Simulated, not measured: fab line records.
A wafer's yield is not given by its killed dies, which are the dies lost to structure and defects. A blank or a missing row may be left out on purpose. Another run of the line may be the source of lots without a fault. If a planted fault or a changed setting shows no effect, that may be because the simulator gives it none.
fab line records	flow gf180mcu
record lots=5	wafers=15	last-day=34
route steps=602 shown M3@423 V3@429
lots untouched by any fault: they come from a run of this same line in which no faults occurred
start-h: hours from the record's opening day to when the first of the lot's shown wafers began	wait-h: hours since the lot's step before	" same as the row above	L1.1+2: one row covering several wafers at once	- value missing, or start not given	* or withheld: withheld	< > ~ a bound
route shown NAME@n: names a module that has steps shown in the file, with the first one's number in the route	usual: average and standard deviation across the fault-free wafers	same: alike in all rows	chamber/n: place in a boat	sites: the reading at each site	_std_site: standard deviation across them	_edge_site: outer sites' mean less inner sites'	radius-mm: how far each site lies from the wafer's centre	mask NAME#n: copy n	behind: tool/chamber where the wafer was last shaped	hold: cause of the lot's hold/its duration in hours/its outcome	device: the transistor (n, p or np) that didn't switch	end of line: tests of these same wafers at the route's end	for a step that has no rows: nothing shown but its recipe	killed: dies lost to structure and defects at the first sort, not the wafer's yield	map: shows each die of a wafer: x if killed, . if not, _ if none is there
set.NAME: the run value of the setting; set.NAME@STEP: its run value at that earlier step	model.NAME: the simulator's own value behind a step, which no gauge read
a table for each step, a row for each wafer; lots at some steps of the route
services: when a tool's chamber went out of use (start-h, in hours from the record's first day, below 0 if earlier), for how many hours, and the reason
## steps
# step GF_M3_CD_MEAS_14
# recipe target-cd-nm=280
# usual cd-nm=280.2/1.3
lot.wafer	tool	chamber	start-h	wait-h	cd-nm
L074.2	cd-sem-01	-	491.29	0.1	279.7
L074.4	"	-	"	"	279.9
L074.5	"	-	"	"	278.7
L087.2	cd-sem-02	-	604.92	0.1	277.6
L087.4	"	-	"	"	278.3
L087.5	"	-	"	"	278.8
L090.1	cd-sem-01	-	628.30	0.1	278.6
L090.4	"	-	"	"	279.3
L090.6	"	-	"	"	278.0
L091.1	cd-sem-02	-	629.75	0.1	280.3
L091.2	"	-	"	"	280.2
L091.3	"	-	"	"	279.4
L096.1	cd-sem-02	-	659.36	0.1	281.9
L096.3	"	-	"	"	282.3
L096.5	"	-	"	"	282.2
# step GF_M3_OVL_MEAS_15
# usual M3_OVL=1/4.8
lot.wafer	tool	chamber	start-h	wait-h	M3_OVL[nm]
L074.2	overlay-01	-	491.39	0.1	6
L074.4	"	-	"	"	-3
L074.5	"	-	"	"	-3
L087.2	overlay-01	-	605.02	0.1	1
L087.4	"	-	"	"	2
L087.5	"	-	"	"	7
L090.1	overlay-01	-	628.42	0.1	5
L090.4	"	-	"	"	10
L090.6	"	-	"	"	5
L091.1	overlay-02	-	629.87	0.1	1
L091.2	"	-	"	"	8
L091.3	"	-	"	"	-3
L096.1	overlay-01	-	659.48	0.1	-2
L096.3	"	-	"	"	-1
L096.5	"	-	"	"	9
# step GF_M3_METAL_ETCH_16
# recipe chemistry=Cl2/BCl3	mask-material=KrF	target-depth-nm=627.5	stop-on=SiO2	pressure-mtorr=8	icp-w=800	bias-w=140	Cl2_flow_sccm=80	bcl3-flow-sccm=40	time-s=104.6
# usual drypump-motor-current-A=5.8/0.42	mfc-cl2-sccm=80.00/0.25	oes-product-au=0.974/0.0059	throttle-valve-pct=28.248/0.011
lot.wafer	tool	chamber	start-h	wait-h	drypump-motor-current-A	mfc-cl2-sccm	oes-product-au	rf-hours-counter-h	throttle-valve-pct
L074.2	rie-metal-03	1	491.42	0.0	5.3	79.52	0.970	10	28.248
L074.4	"	1	"	"	5.3	79.62	0.987	-	28.225
L074.5	"	1	"	"	5.3	79.96	0.971	-	28.250
L087.2	rie-metal-03	1	605.05	0.0	5.3	80.05	0.974	1	28.240
L087.4	"	0	"	"	5.2	80.07	0.959	-	28.250
L087.5	"	1	"	"	5.3	79.69	0.959	-	28.261
L090.1	rie-metal-01	0	628.45	0.0	6.2	79.94	0.972	6	28.266
L090.4	"	1	"	"	5.9	80.09	0.964	-	28.252
L090.6	"	0	"	"	6.2	79.75	0.970	-	28.244
L091.1	rie-metal-02	0	629.90	0.0	6.2	79.60	0.974	0	28.247
L091.2	"	1	"	"	6.1	79.88	0.977	13	28.236
L091.3	"	1	"	"	6.1	80.46	0.974	-	28.251
L096.1	rie-metal-02	0	659.52	0.0	6.2	80.26	0.974	1	28.256
L096.3	"	1	"	"	6.1	80.26	0.977	-	28.248
L096.5	"	0	"	"	6.2	80.40	0.974	-	28.245
# step GF_M3_STRIP_17
# recipe chemistry=O2/N2	power-w=1400	pressure-mtorr=1500	platen-temp-c=250	o2-flow-sccm=3000	n2-flow-sccm=300	overash-fraction=0.5
# usual drypump-motor-current-A=5.8/0.39	heater-power-w=325/32	oes-product-au=0.559/0.0047	strip-time-to-endpoint-s=7.87/0.04
lot.wafer	tool	chamber	start-h	wait-h	drypump-motor-current-A	heater-power-w	oes-product-au	rf-hours-counter-h	strip-time-to-endpoint-s
L074.2	plasma-asher-04	1	491.54	0.1	6.3	307	0.558	80	7.83
L074.4	"	1	"	"	6.3	303	0.557	-	7.87
L074.5	"	1	"	"	6.3	307	0.567	-	7.86
L087.2	plasma-asher-02	1	605.16	0.1	5.8	385	0.557	18	7.82
L087.4	"	0	"	"	6.2	322	0.558	-	7.86
L087.5	"	1	"	"	5.8	377	0.559	-	7.83
L090.1	plasma-asher-04	1	628.56	0.1	6.2	298	0.555	95	7.83
L090.4	"	0	"	"	5.6	296	0.560	-	7.82
L090.6	"	1	"	"	6.3	307	0.560	-	7.82
L091.1	plasma-asher-04	1	630.01	0.1	6.3	308	0.549	95	7.95
L091.2	"	0	"	"	5.6	301	0.560	95	7.84
L091.3	"	1	"	"	6.3	306	0.563	-	7.82
L096.1	plasma-asher-04	1	659.63	0.1	6.3	309	0.556	99	7.86
L096.3	"	0	"	"	5.6	302	0.553	-	7.77
L096.5	"	0	"	"	5.5	294	0.558	-	7.88
# step GF_M3_STRIP_18
# recipe chemistry=post-etch-residue-remover	time-s=1200	temp-c=72.5
lot.wafer	tool	chamber	start-h	wait-h
L074.2+4+5	wet-bench-02	1	491.64	0.1
L087.2+4+5	wet-bench-04	1	605.26	0.1
L090.1+4+6	wet-bench-02	1	628.66	0.1
L091.1+2+3	wet-bench-04	0	630.11	0.1
L096.1+3+5	wet-bench-04	1	659.73	0.1
# step GF_M3_CLEAN_19
# recipe chemistry=DIW	dry=n2-spin
lot.wafer	tool	chamber	start-h	wait-h
L074.2+4+5	wet-bench-03	0	491.98	0.0
L087.2+4+5	wet-bench-02	2	605.61	0.0
L090.1+4+6	wet-bench-03	1	629.01	0.0
L091.1+2+3	wet-bench-02	0	630.46	0.0
L096.1+3+5	wet-bench-02	1	660.07	0.0
# step GF_V3_CVD_00
# recipe material=SiO2	target-thk-nm=600	sigma-open-frac=0.3	temp-c=400	time-s=100	sih4-flow-sccm=60	pressure-mtorr=6
# usual pressure-mtorr=5.999/0.011	sih4-flow-sccm=60.01/0.18
lot.wafer	tool	chamber	start-h	wait-h	pressure-mtorr	sih4-flow-sccm
L074.2	hdpcvd-01	1	492.07	0.0	5.997	60.36
L074.4	"	2	"	"	6.009	60.17
L074.5	"	0	"	"	6.016	59.99
L087.2	hdpcvd-01	2	605.70	0.0	5.992	60.25
L087.4	"	0	"	"	6.011	59.93
L087.5	"	1	"	"	5.982	60.19
L090.1	hdpcvd-02	2	629.10	0.0	5.979	60.33
L090.4	"	1	"	"	6.010	59.96
L090.6	"	2	"	"	5.996	60.06
L091.1	hdpcvd-02	0	630.55	0.0	6.012	60.28
L091.2	"	2	"	"	5.985	60.27
L091.3	"	1	"	"	5.997	59.92
L096.1	hdpcvd-02	0	660.18	0.0	5.998	60.13
L096.3	"	1	"	"	5.994	60.34
L096.5	"	0	"	"	5.997	60.10
# step GF_V3_THK_MEAS_01
# recipe reads=SiO2_of_V3_CVD_00
# usual V3_CVD_00_THK=599/6.5
lot.wafer	tool	chamber	start-h	wait-h	V3_CVD_00_THK[nm]
L074.2	film-metro-04	-	492.15	0.0	602
L074.4	"	-	"	"	598
L074.5	"	-	"	"	600
L087.2	film-metro-02	-	605.78	0.0	590
L087.4	"	-	"	"	596
L087.5	"	-	"	"	594
L090.1	film-metro-02	-	629.17	0.0	602
L090.4	"	-	"	"	592
L090.6	"	-	"	"	600
L091.1	film-metro-01	-	630.62	0.0	602
L091.2	"	-	"	"	606
L091.3	"	-	"	"	604
L096.1	film-metro-02	-	660.25	0.0	601
L096.3	"	-	"	"	598
L096.5	"	-	"	"	600
# step GF_V3_CVD_02
# recipe material=SiO2	target-thk-nm=850	precursor=TEOS	temp-c=400	time-s=94.851	rf-w=600
# usual heater-power-w=641/85
lot.wafer	tool	chamber	start-h	wait-h	heater-power-w	since-wet-clean-h
L074.2	pecvd-02	2	492.20	0.0	563	526
L074.4	"	2	"	"	588	-
L074.5	"	0	"	"	766	-
L087.2	pecvd-01	1	605.83	0.0	700	1
L087.4	"	1	"	"	746	-
L087.5	"	2	"	"	550	-
L090.1	pecvd-02	0	629.23	0.1	713	663
L090.4	"	1	"	"	644	-
L090.6	"	2	"	"	532	-
L091.1	pecvd-04	0	630.68	0.1	696	248
L091.2	"	1	"	"	811	248
L091.3	"	2	"	"	595	248
L096.1	pecvd-01	0	660.31	0.1	640	55
L096.3	"	1	"	"	723	55
L096.5	"	1	"	"	589	-
# step GF_V3_THK_MEAS_03
# recipe reads=SiO2_of_V3_CVD_02
# usual V3_CVD_02_THK=852/11
lot.wafer	tool	chamber	start-h	wait-h	V3_CVD_02_THK[nm]
L074.2	film-metro-02	-	492.28	0.0	847
L074.4	"	-	"	"	868
L074.5	"	-	"	"	860
L087.2	film-metro-04	-	605.91	0.0	837
L087.4	"	-	"	"	851
L087.5	"	-	"	"	844
L090.1	film-metro-01	-	629.30	0.0	847
L090.4	"	-	"	"	857
L090.6	"	-	"	"	870
L091.1	film-metro-01	-	630.75	0.0	847
L091.2	"	-	"	"	844
L091.3	"	-	"	"	858
L096.1	film-metro-02	-	660.38	0.0	852
L096.3	"	-	"	"	848
L096.5	"	-	"	"	860
# step GF_V3_CMP_04
# recipe material=SiO2	down-force-psi=4	platen-rpm=60	pad-velocity-m-s=0.94248
# usual motor-current-A=12.5/1.4	time-to-endpoint-s=79/5
lot.wafer	tool	chamber	start-h	wait-h	motor-current-A	time-to-endpoint-s
L074.4	cmp-01	1	492.33	0.0	13.9	84
L074.2	"	2	"	"	11.3	74
L074.5	"	2	"	"	11.3	78
L087.4	cmp-01	3	606.01	0.1	11.4	84
L087.2	"	1	"	"	14.2	80
L087.5	"	2	"	"	11.4	79
L090.1	cmp-01	2	629.46	0.1	10.8	79
L090.4	"	3	"	"	11.2	83
L090.6	"	1	"	"	14.8	87
L091.1	cmp-01	2	630.81	0.1	11.5	75
L091.2	"	3	"	"	11.2	76
L091.3	"	0	"	"	12.4	82
L096.3	cmp-02	3	660.97	0.6	11.7	78
L096.1	"	2	"	"	15.3	75
L096.5	"	3	"	"	11.4	81
# step GF_V3_BOW_MEAS_05
# recipe mode=bow
# usual V3_BOW=119/8.3
lot.wafer	tool	chamber	start-h	wait-h	V3_BOW[um]
L074.2	film-metro-02	-	492.65	0.2	101
L074.4	"	-	"	"	105
L074.5	"	-	"	"	107
L087.2	film-metro-01	-	606.28	0.1	130
L087.4	"	-	"	"	126
L087.5	"	-	"	"	120
L090.1	film-metro-01	-	629.66	0.1	125
L090.4	"	-	"	"	111
L090.6	"	-	"	"	124
L091.1	film-metro-02	-	631.11	0.2	109
L091.2	"	-	"	"	125
L091.3	"	-	"	"	131
L096.1	film-metro-02	-	661.27	0.1	108
L096.3	"	-	"	"	104
L096.5	"	-	"	"	122
# step GF_V3_DEHYDRATE_06
# recipe temp-c=200	time-s=60
# usual exhaust-pa=44.6/0.86	resist-line-temp-C=22.98/0.11
lot.wafer	tool	chamber	start-h	wait-h	exhaust-pa	resist-line-temp-C
L074.2	litho-track-01	0	503.99	11.3	45.2	22.87
L074.4	"	0	"	"	43.8	22.91
L074.5	"	0	"	"	45.3	22.84
L087.2	litho-track-04	0	616.02	9.7	43.1	23.09
L087.4	"	0	"	"	43.8	23.09
L087.5	"	0	"	"	44.7	22.92
L090.1	litho-track-02	0	639.22	9.5	45.2	23.14
L090.4	"	0	"	"	44.2	22.96
L090.6	"	0	"	"	43.8	22.96
L091.1	litho-track-02	0	640.72	9.6	45.6	23.08
L091.2	"	0	"	"	45.5	23.04
L091.3	"	0	"	"	46.0	23.09
L096.1	litho-track-04	0	669.94	8.7	44.8	23.05
L096.3	"	0	"	"	45.4	22.99
L096.5	"	0	"	"	44.1	23.10
# step GF_V3_HMDS_07
# recipe prime-time-s=60	prime-temp-c=120
# usual exhaust-pa=44.8/0.91	resist-line-temp-C=23.01/0.11
lot.wafer	tool	chamber	start-h	wait-h	exhaust-pa	resist-line-temp-C
L074.2	litho-track-01	0	504.14	0.1	44.5	22.94
L074.4	"	0	"	"	43.6	22.94
L074.5	"	0	"	"	44.4	23.10
L087.2	litho-track-04	0	616.17	0.1	44.7	23.02
L087.4	"	0	"	"	45.3	22.90
L087.5	"	0	"	"	45.8	23.02
L090.1	litho-track-02	0	639.37	0.1	44.0	22.99
L090.4	"	0	"	"	43.4	22.95
L090.6	"	0	"	"	44.5	22.97
L091.1	litho-track-02	0	640.87	0.1	43.9	23.05
L091.2	"	0	"	"	45.4	22.89
L091.3	"	0	"	"	43.9	22.92
L096.1	litho-track-04	0	670.09	0.1	43.3	22.98
L096.3	"	0	"	"	41.8	23.17
L096.5	"	0	"	"	43.1	23.06
# step GF_V3_COAT_08
# recipe resist=BARC	temp-c=withheld	time-s=withheld	spin-rpm=withheld	resist-thk-nm=withheld
# usual exhaust-pa=44.8/0.82	resist-line-temp-C=*
lot.wafer	tool	chamber	start-h	wait-h	exhaust-pa	resist-line-temp-C
L074.2	litho-track-01	0	504.29	0.1	44.2	*
L074.4	"	0	"	"	46.3	*
L074.5	"	0	"	"	44.8	*
L087.2	litho-track-04	0	616.32	0.1	44.7	*
L087.4	"	0	"	"	44.1	*
L087.5	"	0	"	"	45.2	*
L090.1	litho-track-02	0	639.52	0.1	45.0	*
L090.4	"	0	"	"	44.5	*
L090.6	"	0	"	"	44.7	*
L091.1	litho-track-02	0	641.02	0.1	45.8	*
L091.2	"	0	"	"	44.2	*
L091.3	"	0	"	"	44.4	*
L096.1	litho-track-04	0	670.24	0.1	43.6	*
L096.3	"	0	"	"	44.4	*
L096.5	"	0	"	"	44.8	*
# step GF_V3_COAT_09
# recipe resist=KrF	spin-rpm=withheld	resist-thk-nm=1000
# usual exhaust-pa=45.0/0.86	resist-line-temp-C=23.00/0.1
lot.wafer	tool	chamber	start-h	wait-h	exhaust-pa	resist-line-temp-C
L074.2	litho-track-01	0	-	-	43.3	22.99
L074.4	"	0	"	"	43.9	23.16
L074.5	"	0	"	"	44.6	23.00
L087.2	litho-track-04	0	-	-	44.2	22.86
L087.4	"	0	"	"	44.9	22.96
L087.5	"	0	"	"	44.4	22.89
L090.1	litho-track-02	0	-	-	46.3	22.91
L090.4	"	0	"	"	44.5	22.99
L090.6	"	0	"	"	46.5	23.00
L091.1	litho-track-02	0	-	-	44.8	23.13
L091.2	"	0	"	"	45.0	23.04
L091.3	"	0	"	"	45.8	22.96
L096.1	litho-track-04	0	-	-	45.0	22.99
L096.3	"	0	"	"	45.3	22.78
L096.5	"	0	"	"	45.7	22.93
# step GF_V3_SOFTBAKE_10
# recipe temp-c=130	time-s=60	resist=KrF
# usual exhaust-pa=45.1/0.94	resist-line-temp-C=23.01/0.1
lot.wafer	tool	chamber	start-h	wait-h	exhaust-pa	resist-line-temp-C
L074.2	litho-track-01	0	-	-	46.7	22.95
L074.4	"	0	"	"	45.0	22.92
L074.5	"	0	"	"	45.8	23.08
L087.2	litho-track-04	0	-	-	43.6	23.04
L087.4	"	0	"	"	44.7	22.95
L087.5	"	0	"	"	43.7	23.13
L090.1	litho-track-02	0	-	-	45.8	22.98
L090.4	"	0	"	"	44.6	23.12
L090.6	"	0	"	"	45.2	23.09
L091.1	litho-track-02	0	-	-	44.2	22.91
L091.2	"	0	"	"	44.8	23.04
L091.3	"	0	"	"	45.1	23.07
L096.1	litho-track-04	0	-	-	44.8	23.02
L096.3	"	0	"	"	44.2	23.09
L096.5	"	0	"	"	44.0	23.04
# step GF_V3_EXPOSE_11
# recipe mask-id=Via3	target-cd-nm=260	na=0.68	source-shape=conventional	sigma-outer=0.6	dose-mj=38
# same na=0.68
lot.wafer	tool	chamber	start-h	wait-h	mask
L074.2+4+5	krf-scanner-02	0	-	-	Via3#0
L087.2+4+5	krf-scanner-01	0	-	-	Via3#0
L090.1+4+6	krf-scanner-01	0	-	-	Via3#0
L091.1+2+3	krf-scanner-01	0	-	-	Via3#0
L096.1+3+5	krf-scanner-01	0	-	-	Via3#0
# step GF_V3_PEB_12
# recipe peb-temp-c=135	peb-time-s=90	resist=KrF
# usual exhaust-pa=45.1/0.99	resist-line-temp-C=22.99/0.12
lot.wafer	tool	chamber	start-h	wait-h	exhaust-pa	resist-line-temp-C
L074.2	litho-track-01	0	-	-	43.4	22.93
L074.4	"	0	"	"	43.6	22.95
L074.5	"	0	"	"	43.2	23.08
L087.2	litho-track-01	0	-	-	44.3	23.00
L087.4	"	0	"	"	44.9	22.80
L087.5	"	0	"	"	44.5	22.93
L090.1	litho-track-02	0	-	-	45.9	23.10
L090.4	"	0	"	"	46.2	22.99
L090.6	"	0	"	"	45.7	22.96
L091.1	litho-track-01	0	-	-	44.5	23.02
L091.2	"	0	"	"	45.8	22.97
L091.3	"	0	"	"	44.8	23.10
L096.1	litho-track-02	0	-	-	45.7	22.81
L096.3	"	0	"	"	46.2	22.82
L096.5	"	0	"	"	46.4	22.75
## services
tool	chamber	start-h	hours	kind
cmp-01	-	471.03	2.5	repair
cmp-01	-	473.19	0.7	repair
krf-scanner-01	-	474.65	1.3	pm
wet-bench-03	-	475.31	2.6	repair
pecvd-01	2	498.72	20.6	repair
rie-metal-02	-	512.33	0.5	repair
cmp-01	-	516.34	0.9	repair
krf-scanner-01	-	517.09	0.7	repair
rie-metal-02	1	539.01	8.3	repair
hdpcvd-01	-	539.25	15.0	pm
hdpcvd-02	1	539.69	6.4	repair
cmp-01	-	540.03	2.2	repair
plasma-asher-04	-	564.01	2.8	pm
krf-scanner-01	-	574.90	0.3	repair
cmp-01	-	578.01	4.0	pm
krf-scanner-01	-	595.40	0.7	repair
cmp-01	-	600.77	3.1	pm
krf-scanner-01	-	618.96	0.8	pm
krf-scanner-01	-	645.27	1.0	pm
krf-scanner-01	-	646.27	4.4	pm
krf-scanner-01	-	650.64	1.3	pm
krf-scanner-01	-	657.31	3.2	repair
cmp-01	-	658.37	8.9	pm
krf-scanner-01	-	662.04	4.0	pm
## key
fault none
